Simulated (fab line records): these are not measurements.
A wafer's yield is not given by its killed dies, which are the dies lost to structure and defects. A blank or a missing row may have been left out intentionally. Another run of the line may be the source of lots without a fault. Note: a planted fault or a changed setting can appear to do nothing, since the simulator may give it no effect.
The tool behind it: which one? ; flow gf180mcu ; 12 lots with 36 wafers sampled at 6 steps, on a route of 602 steps

WHAT THE GAUGES SHOWED, per wafer
GF_V5_THK_MEAS_01.
lot;measured;on;V5_CVD_00_THK (nm)
L249;day 26 18:41;film-metro-02;295 298 300
L250;day 26 22:52;film-metro-02;298 303 302
L253;day 27 12:28;film-metro-02;298 298 302
L255;day 28 03:38;film-metro-03;301 304 300
L254;day 28 04:28;film-metro-03;297 301 299
L256;day 28 16:26;film-metro-02;303 303 301
L258;day 29 00:46;film-metro-01;303 300 301
L259;day 29 11:01;film-metro-03;296 293 294
L260;day 29 15:37;film-metro-03;299 297 297
L261;day 29 23:26;film-metro-02;301 306 302
L265;day 31 02:05;film-metro-02;299 299 301
L266;day 31 08:32;film-metro-01;298 304 300

GF_TOP_METAL_RS_MEAS_05: the measuring method here is four-point-probe.
lot;measured;on;TOP_METAL_ALCU_RS (ohm/sq)
L249;day 27 16:49;film-metro-03;0.0329 0.0331 0.0331
L250;day 27 20:34;film-metro-03;0.0334 0.0332 0.0334
L253;day 28 11:05;film-metro-02;0.0326 0.0325 0.0328
L255;day 29 01:39;film-metro-03;0.0335 0.0337 0.0336
L254;day 29 02:53;film-metro-02;0.0326 0.0334 0.0327
L256;day 29 13:54;film-metro-04;0.0335 0.0328 0.0332
L258;day 29 22:30;film-metro-04;0.0319 0.0321 0.0321
L259;day 30 08:18;film-metro-04;0.0329 0.0329 0.0329
L260;day 30 13:05;film-metro-04;0.0326 0.0324 0.0325
L261;day 30 20:37;film-metro-03;0.0332 0.0332 0.0334
L265;day 31 21:50;film-metro-02;0.0329 0.0337 0.0327
L266;day 32 04:40;film-metro-02;0.0320 0.0325 0.0508

GF_TOP_METAL_THK_MEAS_06: measures by xrf.
lot;measured;on;TOP_METAL_ALCU_THK (nm)
L249;day 27 16:56;film-metro-03;891 891 881
L250;day 27 20:41;film-metro-03;870 879 877
L253;day 28 11:11;film-metro-02;896 899 884
L255;day 29 01:45;film-metro-03;874 866 870
L254;day 29 03:01;film-metro-02;893 871 890
L256;day 29 14:01;film-metro-04;866 882 878
L258;day 29 22:36;film-metro-04;915 905 904
L259;day 30 08:25;film-metro-04;886 883 890
L260;day 30 13:12;film-metro-04;899 901 892
L261;day 30 20:44;film-metro-03;879 882 875
L265;day 31 21:57;film-metro-02;884 865 885
L266;day 32 04:47;film-metro-02;909 892 576

WHAT TOOL EACH LOT RAN ON (gives the tool, then ch and the chambers of the sampled wafers, and finally the start)
lot;GF_V5_ETCH_17;GF_V5_SPUTTER_22;GF_TOP_METAL_SPUTTER_02
L249;rie-diel-03 ch 1,2,3, day 27 15:58 or earlier;pvd-sputter-02, day 27 15:58;pvd-sputter-03, day 27 16:43
L250;rie-diel-03 ch 0,1,3, day 27 19:43 or earlier;pvd-sputter-04, day 27 19:43;pvd-sputter-03, day 27 20:29
L253;rie-diel-04 ch 2,3, day 28 10:13 or earlier;pvd-sputter-01, day 28 10:13;pvd-sputter-02, day 28 10:58
L255;rie-diel-03 ch 1,2,3, day 29 00:45 or earlier;pvd-sputter-04, day 29 00:45;pvd-sputter-03, day 29 01:31
L254;rie-diel-04 ch 0,1,3, day 29 02:02 or earlier;pvd-sputter-02, day 29 02:02;pvd-sputter-04, day 29 02:48
L256;rie-diel-02 ch 0,3, day 29 13:03 or earlier;pvd-sputter-02, day 29 13:03;pvd-sputter-02, day 29 13:49
L258;rie-diel-03 ch 0,1,3, day 29 21:36 or earlier;pvd-sputter-02, day 29 21:36;pvd-sputter-04, day 29 22:22
L259;rie-diel-03 ch 0,2, day 30 07:27 or earlier;pvd-sputter-02, day 30 07:27;pvd-sputter-03, day 30 08:13
L260;rie-diel-04 ch 0,2,3, day 30 12:13 or earlier;pvd-sputter-01, day 30 12:13;pvd-sputter-02, day 30 12:59
L261;rie-diel-02 ch 1,3, day 30 19:41 or earlier;pvd-sputter-01, day 30 19:41;pvd-sputter-02, day 30 20:31
L265;rie-diel-04 ch 0,1,3, day 31 20:59 or earlier;pvd-sputter-02, day 31 20:59;pvd-sputter-02, day 31 21:44
L266;rie-diel-02 ch 0,1,3, day 32 03:22 or earlier;pvd-sputter-01, day 32 03:22;pvd-sputter-04, day 32 04:35
- GF_V5_ETCH_17: etches SiO2 in C4F8/O2/Ar, stops on TiN, target depth 855 nm.
- GF_V5_SPUTTER_22: material TiN, target thk 10 nm, time 40 s.
- GF_TOP_METAL_SPUTTER_02: material AlCu, target thk 900 nm, time 47.82 s.

AS READ BY THE TOOLS THEMSELVES (means over the sampled wafers that have a number; for cases with no such wafer, the mark the record gives instead)
GF_V5_ETCH_17.
lot;tool;oes-product-au (a.u.)
L249;rie-diel-03;0.857
L250;rie-diel-03;0.856
L253;rie-diel-04;0.862
L255;rie-diel-03;0.861
L254;rie-diel-04;0.859
L256;rie-diel-02;0.858
L258;rie-diel-03;0.862
L259;rie-diel-03;0.855
L260;rie-diel-04;0.859
L261;rie-diel-02;0.862
L265;rie-diel-04;0.859
L266;rie-diel-02;0.863

GF_V5_SPUTTER_22.
lot;tool;throttle-valve-pct (%)
L249;pvd-sputter-02;30.7
L250;pvd-sputter-04;29.8
L253;pvd-sputter-01;29.9
L255;pvd-sputter-04;30.8
L254;pvd-sputter-02;30.5
L256;pvd-sputter-02;30.4
L258;pvd-sputter-02;30.3
L259;pvd-sputter-02;31.2
L260;pvd-sputter-01;29.8
L261;pvd-sputter-01;30.2
L265;pvd-sputter-02;30.7
L266;pvd-sputter-01;30.4

GF_TOP_METAL_SPUTTER_02.
lot;tool;throttle-valve-pct (%)
L249;pvd-sputter-03;29.4
L250;pvd-sputter-03;30.1
L253;pvd-sputter-02;30.1
L255;pvd-sputter-03;30.3
L254;pvd-sputter-04;30.2
L256;pvd-sputter-02;31.2
L258;pvd-sputter-04;30.5
L259;pvd-sputter-03;30.0
L260;pvd-sputter-02;30.5
L261;pvd-sputter-02;30.7
L265;pvd-sputter-02;30.9
L266;pvd-sputter-04;30.4

THE ANSWER, worked out from the rows above alone
Rule: the usual values come from the lots themselves. Put in order of their means at a reading, lots are off if they are a third of the lots or fewer, leave a main group of 4 or more, and stand apart from it by a gap of 3 or more times the standard deviation of the main group's means; of several such gaps the widest counts. A main group whose means are all the same, to the digits that the tables above print for the reading, isn't used. A lot without any number at a reading at which 4 lots or more have one is off too. Any other lot the step has rows for is counted as sound. After the gauges, taken in route order, come the tools' own readings; for these a lot's mean is taken, as printed above. At the first step where some lot is off, the reading lying furthest off is the one used; lots without a number count as furthest.
Off: at GF_TOP_METAL_RS_MEAS_05 (TOP_METAL_ALCU_RS), L266. The main group has a mean of 0.0330 ohm/sq with a standard deviation of 0.00041.
A tool fits if, at a process step before that reading, it ran every lot that is off, and no sound lot after the first of them. The gauges at GF_TOP_METAL_RS_MEAS_05 are tried like those tools. GF_V5_ETCH_17 gives no start for some lots, so the hours and the order of its lots are those of GF_V5_SPUTTER_22. Can't be told from this: 4 tools fit, rie-diel-02 at GF_V5_ETCH_17, pvd-sputter-01 at GF_V5_SPUTTER_22, pvd-sputter-04 at GF_TOP_METAL_SPUTTER_02, film-metro-02 at GF_TOP_METAL_RS_MEAS_05.

WHAT THE SIMULATOR HAD PUT IN
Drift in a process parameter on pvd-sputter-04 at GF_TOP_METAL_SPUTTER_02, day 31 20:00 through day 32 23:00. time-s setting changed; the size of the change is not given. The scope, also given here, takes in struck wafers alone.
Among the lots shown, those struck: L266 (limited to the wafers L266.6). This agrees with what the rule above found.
